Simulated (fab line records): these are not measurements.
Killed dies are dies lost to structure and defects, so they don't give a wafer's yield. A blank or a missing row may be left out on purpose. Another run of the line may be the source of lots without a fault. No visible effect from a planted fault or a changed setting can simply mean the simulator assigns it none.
fab line records	flow gf180mcu
[record] lots = 24	wafers = 72	last-day = 34
route steps=602 shown V3@450 M4@460 V4@477
lots untouched by any fault: they come from a run of this same line in which no faults occurred
start-h: hours from the record's opening day to when the first of the lot's shown wafers began	wait-h: how many hours have passed since the lot's step before this one	" the same as in the row above	L1.1+2: several wafers, shown together as one row	- no value, or no start given	* or withheld: withheld	< > ~ a bound
route shown NAME@n: a module of which the file shows steps, and the number in the route of the first	usual: mean/standard deviation of fault-free wafers	same: alike in all rows	chamber/n: place in a boat	sites: each site's reading	_std_site: standard deviation of those values	_edge_site: mean of outer sites minus mean of inner sites	radius-mm: for every site, how far away it sits from the centre of the wafer	mask NAME#n: copy n	behind: the last tool/chamber to shape the wafer	hold: the reason the lot was held/the length of the hold in hours/how it ended	device: the transistor (n, p or np) that didn't switch	end of line: at the end of the route, the tests of the same wafers	for a step that has no rows: nothing shown but its recipe	killed: at the first sort, the dies lost to defects and structure; wafer yield is something else	map: dies across one wafer; x = killed, . = not, _ = none there
set.NAME: setting as actually run; set.NAME@STEP: the setting as run at that earlier step	model.NAME: the simulator's own value behind a step, which no gauge read
one table for each step of the route and one row for each wafer, over a sample of lots
services: the hour from which a tool's chamber was out of use, counted from the record's first day as start-h (under 0 if before that day), plus the number of hours and why
[[steps]]
[step GF_V3_SPUTTER_21]
[recipe] material = Ti	target-thk-nm = 15	chamber-pressure-pa = 5	power-w = 2500	substrate-temp-c = 200	time-s = 80.02
[usual] cathode-dc-power-W = 2500.0/0.47	throttle-valve-pct = 30.0/0.96
lot.wafer	tool	chamber	start-h	wait-h	cathode-dc-power-W	throttle-valve-pct
L074.1	pvd-sputter-03	-	510.70	0.0	2499.5	31.5
L074.4	"	-	"	"	2500.6	29.8
L074.5	"	-	"	"	2499.9	31.7
L075.3	pvd-sputter-04	-	524.10	0.0	2500.4	30.0
L075.5	"	-	"	"	2500.6	28.9
L075.6	"	-	"	"	2500.8	29.9
L076.2	pvd-sputter-02	-	526.42	0.0	2500.4	30.4
L076.4	"	-	"	"	2500.4	31.6
L076.5	"	-	"	"	2499.8	31.4
L077.1	pvd-sputter-02	-	542.91	0.0	2499.9	31.5
L077.2	"	-	"	"	2499.9	30.2
L077.4	"	-	"	"	2500.3	28.4
L078.1	pvd-sputter-04	-	555.55	0.0	2500.0	30.1
L078.2	"	-	"	"	2499.9	29.8
L078.4	"	-	"	"	2499.7	29.9
L079.1	pvd-sputter-02	-	556.48	0.0	2499.6	28.7
L079.2	"	-	"	"	2500.0	30.0
L079.4	"	-	"	"	2500.2	31.1
L080.2	pvd-sputter-04	-	575.40	0.0	2500.5	29.0
L080.5	"	-	"	"	2499.9	30.1
L080.6	"	-	"	"	2500.0	29.2
L081.1	pvd-sputter-04	-	575.73	0.0	2499.9	29.2
L081.4	"	-	"	"	2500.0	29.1
L081.6	"	-	"	"	2500.3	28.9
L082.1	pvd-sputter-04	-	582.51	0.0	2499.4	28.8
L082.4	"	-	"	"	2500.0	30.4
L082.5	"	-	"	"	2499.9	29.3
L083.1	pvd-sputter-02	-	592.47	0.0	2499.9	28.5
L083.2	"	-	"	"	2500.2	31.6
L083.4	"	-	"	"	2500.5	31.2
L084.1	pvd-sputter-02	-	603.26	0.0	2500.3	31.2
L084.4	"	-	"	"	2499.9	30.5
L084.6	"	-	"	"	2500.2	31.5
L085.2	pvd-sputter-04	-	607.00	0.0	2500.3	29.0
L085.3	"	-	"	"	2499.8	30.0
L085.4	"	-	"	"	2500.1	30.0
L086.4	pvd-sputter-04	-	616.61	0.0	2500.5	29.3
L086.5	"	-	"	"	2500.5	28.9
L086.6	"	-	"	"	2499.8	30.0
L087.1	pvd-sputter-04	-	620.37	0.0	2500.4	29.0
L087.2	"	-	"	"	2499.8	28.8
L087.3	"	-	"	"	2499.6	29.9
L088.1	pvd-sputter-03	-	631.38	0.0	2500.1	31.0
L088.2	"	-	"	"	2499.9	31.9
L088.4	"	-	"	"	2500.0	30.0
L089.3	pvd-sputter-03	-	641.82	0.0	2500.6	30.2
L089.5	"	-	"	"	2500.2	30.7
L089.6	"	-	"	"	2499.9	29.8
L090.2	pvd-sputter-04	-	652.41	0.0	2499.7	29.0
L090.4	"	-	"	"	2499.3	29.9
L090.5	"	-	"	"	2499.2	30.0
L091.1	pvd-sputter-02	-	653.28	0.0	2500.5	28.6
L091.4	"	-	"	"	2499.6	30.2
L091.6	"	-	"	"	2499.4	31.3
L092.2	pvd-sputter-02	-	657.33	0.0	2499.5	28.4
L092.4	"	-	"	"	2499.7	31.4
L092.5	"	-	"	"	2499.7	31.6
L093.1	pvd-sputter-04	-	668.52	0.0	2499.7	29.9
L093.2	"	-	"	"	2499.5	28.9
L093.5	"	-	"	"	2500.2	29.7
L094.1	pvd-sputter-04	-	674.87	0.0	2499.6	30.3
L094.4	"	-	"	"	2500.2	29.8
L094.5	"	-	"	"	2500.0	29.8
L095.1	pvd-sputter-04	-	677.37	0.0	2500.4	29.3
L095.3	"	-	"	"	2500.2	29.9
L095.6	"	-	"	"	2500.0	29.5
L096.1	pvd-sputter-02	-	683.38	0.0	2500.9	30.5
L096.5	"	-	"	"	2499.7	28.4
L096.6	"	-	"	"	2499.9	31.2
L097.2	pvd-sputter-02	-	692.40	0.0	2500.0	30.3
L097.4	"	-	"	"	2500.2	31.6
L097.6	"	-	"	"	2499.5	28.5
[step GF_M4_SPUTTER_04]
[recipe] material = TiN	target-thk-nm = 50	power-w = 6500	time-s = 41.7	chamber-pressure-pa = 0.4
[usual] cathode-dc-power-W = 6499.7/1.1	throttle-valve-pct = 29.8/0.91
lot.wafer	tool	chamber	start-h	wait-h	cathode-dc-power-W	throttle-valve-pct
L074.1	pvd-sputter-04	-	511.58	0.0	6497.6	30.1
L074.4	"	-	"	"	6500.5	28.9
L074.5	"	-	"	"	6501.4	29.6
L075.3	pvd-sputter-01	-	524.97	0.0	6499.3	30.0
L075.5	"	-	"	"	6501.2	29.8
L075.6	"	-	"	"	6499.2	28.3
L076.2	pvd-sputter-01	-	527.30	0.0	6499.1	28.2
L076.4	"	-	"	"	6500.1	29.1
L076.5	"	-	"	"	6499.0	30.0
L077.1	pvd-sputter-04	-	543.79	0.0	6501.2	29.9
L077.2	"	-	"	"	6500.7	30.0
L077.4	"	-	"	"	6498.9	28.7
L078.1	pvd-sputter-03	-	556.42	0.0	6499.9	30.9
L078.2	"	-	"	"	6497.6	29.8
L078.4	"	-	"	"	6499.0	29.7
L079.1	pvd-sputter-01	-	558.14	0.0	6499.9	29.1
L079.2	"	-	"	"	6500.0	30.0
L079.4	"	-	"	"	6499.0	28.2
L080.2	pvd-sputter-03	-	576.38	0.0	6501.0	30.1
L080.5	"	-	"	"	6498.2	29.9
L080.6	"	-	"	"	6499.2	31.0
L081.1	pvd-sputter-01	-	576.68	0.0	6501.5	30.0
L081.4	"	-	"	"	6499.8	29.0
L081.6	"	-	"	"	6500.2	29.1
L082.1	pvd-sputter-01	-	583.39	0.0	6501.6	28.3
L082.4	"	-	"	"	6497.7	29.0
L082.5	"	-	"	"	6501.3	29.9
L083.1	pvd-sputter-04	-	593.35	0.0	6500.7	29.0
L083.2	"	-	"	"	6500.7	28.8
L083.4	"	-	"	"	6499.5	29.8
L084.1	pvd-sputter-04	-	604.14	0.0	6499.1	29.9
L084.4	"	-	"	"	6501.3	30.1
L084.6	"	-	"	"	6498.6	28.9
L085.2	pvd-sputter-03	-	607.88	0.0	6499.6	30.1
L085.3	"	-	"	"	6499.1	29.9
L085.4	"	-	"	"	6502.4	31.8
L086.4	pvd-sputter-01	-	617.49	0.0	6500.9	30.2
L086.5	"	-	"	"	6501.1	30.3
L086.6	"	-	"	"	6497.2	29.0
L087.1	pvd-sputter-03	-	621.24	0.0	6501.2	30.2
L087.2	"	-	"	"	6498.7	29.7
L087.3	"	-	"	"	6500.1	31.7
L088.1	pvd-sputter-04	-	632.25	0.0	6500.4	28.8
L088.2	"	-	"	"	6500.1	29.1
L088.4	"	-	"	"	6500.7	30.1
L089.3	pvd-sputter-04	-	642.69	0.0	6499.8	29.6
L089.5	"	-	"	"	6499.9	30.0
L089.6	"	-	"	"	6499.8	28.6
L090.2	pvd-sputter-03	-	653.29	0.0	6500.4	29.8
L090.4	"	-	"	"	6500.0	31.1
L090.5	"	-	"	"	6500.3	30.0
L091.1	pvd-sputter-01	-	654.16	0.0	6500.4	28.3
L091.4	"	-	"	"	6501.0	30.3
L091.6	"	-	"	"	6500.3	29.2
L092.2	pvd-sputter-04	-	658.21	0.0	6499.9	30.1
L092.4	"	-	"	"	6498.6	28.8
L092.5	"	-	"	"	6500.6	29.7
L093.1	pvd-sputter-03	-	669.39	0.0	6499.6	30.9
L093.2	"	-	"	"	6498.9	29.6
L093.5	"	-	"	"	6500.7	30.2
L094.1	pvd-sputter-01	-	675.74	0.0	6500.4	30.0
L094.4	"	-	"	"	6498.9	28.4
L094.5	"	-	"	"	6499.8	30.1
L095.1	pvd-sputter-03	-	678.24	0.0	6498.3	31.0
L095.3	"	-	"	"	6500.2	29.9
L095.6	"	-	"	"	6500.4	29.8
L096.1	pvd-sputter-04	-	684.26	0.0	6498.6	28.8
L096.5	"	-	"	"	6500.5	30.0
L096.6	"	-	"	"	6499.6	29.0
L097.2	pvd-sputter-03	-	693.28	0.0	6498.4	31.7
L097.4	"	-	"	"	6499.0	31.6
L097.6	"	-	"	"	6499.3	30.2
[step GF_V4_THK_MEAS_01]
[recipe] reads = SiO2_of_V4_CVD_00
[usual] V4_CVD_00_THK = 601/8.7
lot.wafer	tool	chamber	start-h	wait-h	V4_CVD_00_THK[nm]
L074.1	film-metro-02	-	535.42	0.0	600
L074.4	"	-	"	"	596
L074.5	"	-	"	"	614
L075.3	film-metro-02	-	548.17	0.1	619
L075.5	"	-	"	"	601
L075.6	"	-	"	"	627
L076.2	film-metro-01	-	551.16	0.0	595
L076.4	"	-	"	"	590
L076.5	"	-	"	"	613
L077.1	film-metro-02	-	567.23	0.0	617
L077.2	"	-	"	"	600
L077.4	"	-	"	"	590
L078.1	film-metro-02	-	578.94	0.0	613
L078.2	"	-	"	"	598
L078.4	"	-	"	"	596
L079.1	film-metro-02	-	580.49	0.0	599
L079.2	"	-	"	"	596
L079.4	"	-	"	"	596
L080.2	film-metro-02	-	598.18	0.0	596
L080.5	"	-	"	"	596
L080.6	"	-	"	"	599
L081.1	film-metro-02	-	598.48	0.0	595
L081.4	"	-	"	"	600
L081.6	"	-	"	"	615
L082.1	film-metro-01	-	605.59	0.0	609
L082.4	"	-	"	"	589
L082.5	"	-	"	"	610
L083.1	film-metro-04	-	615.98	0.0	593
L083.2	"	-	"	"	606
L083.4	"	-	"	"	596
L084.1	film-metro-02	-	625.13	0.0	602
L084.4	"	-	"	"	612
L084.6	"	-	"	"	606
L085.2	film-metro-04	-	629.33	0.0	601
L085.3	"	-	"	"	592
L085.4	"	-	"	"	605
L086.4	film-metro-04	-	638.85	0.0	588
L086.5	"	-	"	"	606
L086.6	"	-	"	"	592
L087.1	film-metro-01	-	642.60	0.0	604
L087.2	"	-	"	"	602
L087.3	"	-	"	"	601
L088.1	film-metro-04	-	653.09	0.0	598
L088.2	"	-	"	"	601
L088.4	"	-	"	"	609
L089.3	film-metro-04	-	662.93	0.1	614
L089.5	"	-	"	"	601
L089.6	"	-	"	"	604
L090.2	film-metro-04	-	673.41	0.0	600
L090.4	"	-	"	"	587
L090.5	"	-	"	"	591
L091.1	film-metro-04	-	673.97	0.0	596
L091.4	"	-	"	"	584
L091.6	"	-	"	"	594
L092.2	film-metro-04	-	678.63	0.0	598
L092.4	"	-	"	"	605
L092.5	"	-	"	"	599
L093.1	film-metro-02	-	689.15	0.0	612
L093.2	"	-	"	"	593
L093.5	"	-	"	"	608
L094.1	film-metro-02	-	694.34	0.0	600
L094.4	"	-	"	"	603
L094.5	"	-	"	"	594
L095.1	film-metro-04	-	698.46	0.0	597
L095.3	"	-	"	"	592
L095.6	"	-	"	"	593
L096.1	film-metro-01	-	703.52	0.0	599
L096.5	"	-	"	"	595
L096.6	"	-	"	"	605
L097.2	film-metro-01	-	712.37	0.0	617
L097.4	"	-	"	"	603
L097.6	"	-	"	"	616
[step GF_V4_CD_MEAS_14]
[recipe] target-cd-nm = 260
[usual] cd-nm = 260.1/1.1
lot.wafer	tool	chamber	start-h	wait-h	cd-nm
L074.1	cd-sem-02	-	558.35	0.1	258.7
L074.4	"	-	"	"	259.6
L074.5	"	-	"	"	259.3
L075.3	cd-sem-01	-	571.11	0.1	259.1
L075.5	"	-	"	"	259.1
L075.6	"	-	"	"	259.5
L076.2	cd-sem-01	-	573.64	0.1	261.7
L076.4	"	-	"	"	262.0
L076.5	"	-	"	"	261.1
L077.1	cd-sem-02	-	589.65	0.1	258.1
L077.2	"	-	"	"	258.9
L077.4	"	-	"	"	258.9
L078.1	cd-sem-02	-	600.77	0.1	260.2
L078.2	"	-	"	"	261.3
L078.4	"	-	"	"	260.6
L079.1	cd-sem-01	-	601.97	0.1	260.5
L079.2	"	-	"	"	258.5
L079.4	"	-	"	"	259.8
L080.2	cd-sem-01	-	619.72	0.1	261.0
L080.5	"	-	"	"	261.1
L080.6	"	-	"	"	260.2
L081.1	cd-sem-02	-	620.17	0.1	259.5
L081.4	"	-	"	"	258.8
L081.6	"	-	"	"	259.8
L082.1	cd-sem-01	-	626.52	0.1	258.1
L082.4	"	-	"	"	260.7
L082.5	"	-	"	"	260.2
L083.1	cd-sem-01	-	637.17	0.1	258.1
L083.2	"	-	"	"	258.2
L083.4	"	-	"	"	258.5
L084.1	cd-sem-02	-	645.22	0.1	260.8
L084.4	"	-	"	"	259.6
L084.6	"	-	"	"	260.4
L085.2	cd-sem-01	-	649.77	0.1	261.4
L085.3	"	-	"	"	261.1
L085.4	"	-	"	"	261.5
L086.4	cd-sem-01	-	658.58	0.1	260.8
L086.5	"	-	"	"	261.1
L086.6	"	-	"	"	261.0
L087.1	cd-sem-01	-	662.77	0.1	258.2
L087.2	"	-	"	"	258.4
L087.3	"	-	"	"	257.5
L088.1	cd-sem-02	-	672.77	0.1	260.6
L088.2	"	-	"	"	260.5
L088.4	"	-	"	"	260.3
L089.3	cd-sem-01	-	682.68	0.1	260.3
L089.5	"	-	"	"	261.3
L089.6	"	-	"	"	260.1
L090.2	cd-sem-02	-	692.44	0.1	260.3
L090.4	"	-	"	"	261.1
L090.5	"	-	"	"	260.1
L091.1	cd-sem-01	-	692.54	0.1	260.6
L091.4	"	-	"	"	260.1
L091.6	"	-	"	"	261.7
L092.2	cd-sem-02	-	698.14	0.1	259.9
L092.4	"	-	"	"	260.0
L092.5	"	-	"	"	258.9
L093.1	cd-sem-02	-	707.72	0.1	259.6
L093.2	"	-	"	"	260.6
L093.5	"	-	"	"	260.9
L094.1	cd-sem-02	-	712.72	0.1	261.3
L094.4	"	-	"	"	260.6
L094.5	"	-	"	"	261.3
L095.1	cd-sem-02	-	717.27	0.1	260.9
L095.3	"	-	"	"	260.2
L095.6	"	-	"	"	261.0
L096.1	cd-sem-02	-	722.19	0.1	259.1
L096.5	"	-	"	"	259.2
L096.6	"	-	"	"	258.5
L097.2	cd-sem-02	-	730.74	0.1	260.9
L097.4	"	-	"	"	260.1
L097.6	"	-	"	"	259.7
[step GF_V4_ETCH_17]
[recipe] chemistry = C4F8/O2/Ar	mask-material = KrF	target = SiO2	stop-on = TiN	source-w = 1500	bias-w = 1200	pressure-mtorr = 40	c4f8-flow-sccm = withheld	O2_flow_sccm = 6	Ar_flow_sccm = 300	time-s = withheld	target-depth-a = 6300
[usual] oes-product-au = 0.855/0.0049
lot.wafer	tool	chamber	start-h	wait-h	oes-product-au
L074.1	rie-diel-02	3	-	-	0.862
L074.4	"	0	"	"	0.859
L074.5	"	0	"	"	0.866
L075.3	rie-diel-03	0	-	-	0.861
L075.5	"	3	"	"	0.850
L075.6	"	1	"	"	0.862
L076.2	rie-diel-04	3	-	-	0.850
L076.4	"	0	"	"	0.856
L076.5	"	2	"	"	0.855
L077.1	rie-diel-03	0	-	-	0.861
L077.2	"	2	"	"	0.859
L077.4	"	1	"	"	0.860
L078.1	rie-diel-03	2	-	-	0.849
L078.2	"	0	"	"	0.856
L078.4	"	3	"	"	0.865
L079.1	rie-diel-04	1	-	-	0.857
L079.2	"	3	"	"	0.851
L079.4	"	0	"	"	0.859
L080.2	rie-diel-04	3	-	-	0.857
L080.5	"	1	"	"	0.855
L080.6	"	0	"	"	0.853
L081.1	rie-diel-03	1	-	-	0.859
L081.4	"	1	"	"	0.858
L081.6	"	2	"	"	0.838
L082.1	rie-diel-04	3	-	-	0.858
L082.4	"	1	"	"	0.861
L082.5	"	2	"	"	0.859
L083.1	rie-diel-02	1	-	-	0.865
L083.2	"	0	"	"	0.858
L083.4	"	3	"	"	0.857
L084.1	rie-diel-02	2	-	-	0.861
L084.4	"	3	"	"	0.855
L084.6	"	1	"	"	0.848
L085.2	rie-diel-02	1	-	-	0.853
L085.3	"	0	"	"	0.858
L085.4	"	2	"	"	0.853
L086.4	rie-diel-03	0	-	-	0.853
L086.5	"	2	"	"	0.853
L086.6	"	3	"	"	0.853
L087.1	rie-diel-02	3	-	-	0.863
L087.2	"	2	"	"	0.854
L087.3	"	0	"	"	0.857
L088.1	rie-diel-03	3	-	-	0.850
L088.2	"	2	"	"	0.857
L088.4	"	2	"	"	0.858
L089.3	rie-diel-04	2	-	-	0.847
L089.5	"	2	"	"	0.856
L089.6	"	3	"	"	0.854
L090.2	rie-diel-02	3	-	-	0.852
L090.4	"	1	"	"	0.856
L090.5	"	3	"	"	0.858
L091.1	rie-diel-04	3	-	-	0.854
L091.4	"	2	"	"	0.858
L091.6	"	1	"	"	0.853
L092.2	rie-diel-04	2	-	-	0.844
L092.4	"	3	"	"	0.853
L092.5	"	2	"	"	0.859
L093.1	rie-diel-04	0	-	-	0.847
L093.2	"	3	"	"	0.855
L093.5	"	3	"	"	0.851
L094.1	rie-diel-02	0	-	-	0.848
L094.4	"	2	"	"	0.852
L094.5	"	3	"	"	0.849
L095.1	rie-diel-02	0	-	-	0.849
L095.3	"	1	"	"	0.851
L095.6	"	3	"	"	0.849
L096.1	rie-diel-04	1	-	-	0.853
L096.5	"	2	"	"	0.849
L096.6	"	1	"	"	0.855
L097.2	rie-diel-04	0	-	-	0.861
L097.4	"	2	"	"	0.855
L097.6	"	1	"	"	0.851
[step GF_V4_SPUTTER_21]
[recipe] material = Ti	target-thk-nm = 15	chamber-pressure-pa = 5	power-w = 2500	substrate-temp-c = 200	time-s = 80.02
[usual] cathode-dc-power-W = 2500.0/0.47	throttle-valve-pct = 29.8/1
lot.wafer	tool	chamber	start-h	wait-h	cathode-dc-power-W	throttle-valve-pct
L074.1	pvd-sputter-02	-	559.16	0.0	2500.3	28.3
L074.4	"	-	"	"	2499.2	30.3
L074.5	"	-	"	"	2500.2	30.2
L075.3	pvd-sputter-04	-	571.92	0.0	2501.0	28.9
L075.5	"	-	"	"	2500.4	30.0
L075.6	"	-	"	"	2501.0	28.9
L076.2	pvd-sputter-04	-	574.44	0.0	2499.8	30.1
L076.4	"	-	"	"	2500.4	30.2
L076.5	"	-	"	"	2498.8	28.6
L077.1	pvd-sputter-04	-	590.50	0.0	2500.2	29.7
L077.2	"	-	"	"	2500.0	29.0
L077.4	"	-	"	"	2500.0	30.2
L078.1	pvd-sputter-04	-	601.58	0.0	2500.4	29.8
L078.2	"	-	"	"	2499.9	30.0
L078.4	"	-	"	"	2500.0	28.9
L079.1	pvd-sputter-04	-	602.85	0.0	2500.0	29.7
L079.2	"	-	"	"	2500.1	28.8
L079.4	"	-	"	"	2499.8	29.9
L080.2	pvd-sputter-01	-	620.61	0.0	2500.0	28.1
L080.5	"	-	"	"	2500.2	29.1
L080.6	"	-	"	"	2500.1	29.9
L081.1	pvd-sputter-02	-	621.08	0.0	2499.4	31.5
L081.4	"	-	"	"	2499.6	31.4
L081.6	"	-	"	"	2500.1	30.1
L082.1	pvd-sputter-04	-	627.46	0.0	2500.2	30.0
L082.4	"	-	"	"	2501.0	29.9
L082.5	"	-	"	"	2500.5	30.0
L083.1	pvd-sputter-02	-	639.01	0.0	2499.1	31.3
L083.2	"	-	"	"	2500.4	31.5
L083.4	"	-	"	"	2500.5	28.3
L084.1	pvd-sputter-02	-	646.08	0.0	2499.6	31.5
L084.4	"	-	"	"	2499.2	28.4
L084.6	"	-	"	"	2500.0	28.4
L085.2	pvd-sputter-02	-	650.60	0.0	2499.5	31.0
L085.3	"	-	"	"	2500.0	30.0
L085.4	"	-	"	"	2499.4	28.7
L086.4	pvd-sputter-02	-	659.34	0.0	2500.1	31.8
L086.5	"	-	"	"	2500.0	32.0
L086.6	"	-	"	"	2500.0	30.1
L087.1	pvd-sputter-04	-	663.68	0.0	2499.5	29.1
L087.2	"	-	"	"	2501.0	29.8
L087.3	"	-	"	"	2500.3	30.0
L088.1	pvd-sputter-04	-	673.59	0.0	2499.5	28.9
L088.2	"	-	"	"	2499.9	30.0
L088.4	"	-	"	"	2500.2	30.1
L089.3	pvd-sputter-04	-	683.46	0.0	2499.8	30.1
L089.5	"	-	"	"	2500.3	28.9
L089.6	"	-	"	"	2500.4	30.2
L090.2	pvd-sputter-02	-	693.27	0.0	2499.7	30.5
L090.4	"	-	"	"	2500.0	28.5
L090.5	"	-	"	"	2500.3	28.6
L091.1	pvd-sputter-04	-	693.36	0.0	2500.4	30.1
L091.4	"	-	"	"	2499.4	29.0
L091.6	"	-	"	"	2501.1	28.9
L092.2	pvd-sputter-01	-	698.94	0.0	2500.2	29.8
L092.4	"	-	"	"	2499.5	29.8
L092.5	"	-	"	"	2500.7	30.1
L093.1	pvd-sputter-02	-	708.58	0.0	2499.3	31.3
L093.2	"	-	"	"	2499.9	30.4
L093.5	"	-	"	"	2499.9	28.5
L094.1	pvd-sputter-01	-	713.57	0.0	2499.5	28.3
L094.4	"	-	"	"	2500.3	28.9
L094.5	"	-	"	"	2499.9	29.2
L095.1	pvd-sputter-01	-	718.09	0.0	2499.2	28.1
L095.3	"	-	"	"	2499.7	30.0
L095.6	"	-	"	"	2500.3	28.7
L096.1	pvd-sputter-02	-	723.02	0.0	2499.9	30.3
L096.5	"	-	"	"	2500.2	31.7
L096.6	"	-	"	"	2500.4	30.3
L097.2	pvd-sputter-02	-	731.54	0.0	2500.1	31.2
L097.4	"	-	"	"	2499.3	30.0
L097.6	"	-	"	"	2500.8	31.3
[[services]]
tool	chamber	start-h	hours	kind
rie-diel-03	2	521.76	3.1	repair
rie-diel-03	2	528.34	2.1	repair
pvd-sputter-03	1	540.58	-	consumable-replace:kit
pvd-sputter-03	1	540.58	18.0	scheduled-down
pvd-sputter-03	1	540.58	18.0	vent-cycle
rie-diel-04	0	546.44	2.9	repair
pvd-sputter-04	2	551.01	-	consumable-replace:kit
pvd-sputter-04	2	551.01	18.0	scheduled-down
pvd-sputter-04	2	551.01	18.0	vent-cycle
rie-diel-03	2	551.29	23.3	repair
pvd-sputter-01	-	569.74	3.5	repair
pvd-sputter-01	3	598.47	-	consumable-replace:kit
pvd-sputter-01	3	598.47	18.0	scheduled-down
pvd-sputter-01	3	598.47	18.0	vent-cycle
pvd-sputter-03	-	608.51	2.6	repair
rie-diel-03	-	615.46	2.8	pm
pvd-sputter-02	-	644.04	1.8	repair
pvd-sputter-03	-	648.55	2.0	repair
pvd-sputter-01	-	682.62	8.0	repair
pvd-sputter-03	-	695.63	1.8	repair
pvd-sputter-03	-	703.59	0.7	repair
pvd-sputter-03	-	706.05	1.3	repair
rie-diel-02	2	722.79	2.2	repair
rie-diel-02	1	724.28	46.9	repair
[[key]]
fault none
